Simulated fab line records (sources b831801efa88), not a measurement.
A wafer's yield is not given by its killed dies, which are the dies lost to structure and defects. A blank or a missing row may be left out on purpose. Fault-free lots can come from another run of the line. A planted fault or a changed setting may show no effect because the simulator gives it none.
Chamber matching	flow sky130	4 sister chambers for SKY_VIA4_CMP_21 on cmp-01
The step polishes, stops on SiO2, t overpolish 25 s, target thk 0 nm. 14 wafers are shown with their chamber, then 7 later ones without.

== WAFERS WITH THEIR CHAMBER ==
wafer	chamber	motorCurrentA (A)	timeToEndpointS (s)	headPressurePsi (psi)
L516.1	2	11.7	121	3.504
L516.4	3	10.4	117	3.498
L516.6	0	12.5	124	3.492
L524.1	2	11.6	126	3.500
L524.2	0	13.6	118	3.503
L524.5	3	10.4	124	3.508
L528.3	1	12.9	132	3.502
L528.4	2	12.0	126	3.505
L528.5	2	12.1	126	3.501
L534.4	3	10.5	126	3.500
L534.5	2	11.6	130	3.503
L534.6	3	10.3	123	3.500
L537.2	1	12.1	131	3.481
L537.4	0	13.8	130	3.492

SIGNATURES (means of the wafers above)
reading	chamber 0	chamber 1	chamber 2	chamber 3	scatter within a chamber
motorCurrentA	13.300	12.500	11.800	10.400	0.392
timeToEndpointS	124.00	131.50	125.80	122.50	3.98
headPressurePsi	3.49567	3.49150	3.50260	3.50150	0.00614
Rule: distance of a wafer from a chamber = root of the sum over the readings of ((wafer's reading minus chamber's mean) / reading's scatter) squared. If the next closest chamber is less than 2 further off than the closest, the wafer can't be placed; otherwise it belongs to the closest. The scatter: the root of (the sum of the squares of (reading less its chamber's mean) over the shown wafers, divided by (wafers less chambers)).

== WAFERS WITHOUT THEIR CHAMBER ==
wafer	motorCurrentA (A)	timeToEndpointS (s)	headPressurePsi (psi)
L537.5	10.9	125	3.501
L538.1	11.5	132	3.493
L538.2	10.3	123	3.501
L538.5	11.1	126	3.494
L539.3	12.6	127	3.507
L539.5	12.6	121	3.496
L539.6	13.0	123	3.495

== CHAMBER TAKEN BY EACH ==
wafer	from the rows above	in truth
L537.5	can't be placed: 3 or 2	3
L538.1	can't be placed: 2 or 1 or 3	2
L538.2	3	3
L538.5	can't be placed: 2 or 3 or 1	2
L539.3	can't be placed: 2 or 0 or 1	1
L539.5	can't be placed: 0 or 2 or 1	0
L539.6	can't be placed: 0 or 1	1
1 of 7 placed correctly. Cannot be placed on the basis of these rows: 6; the candidates contain the true chamber in 6. Placed wrongly: 0.
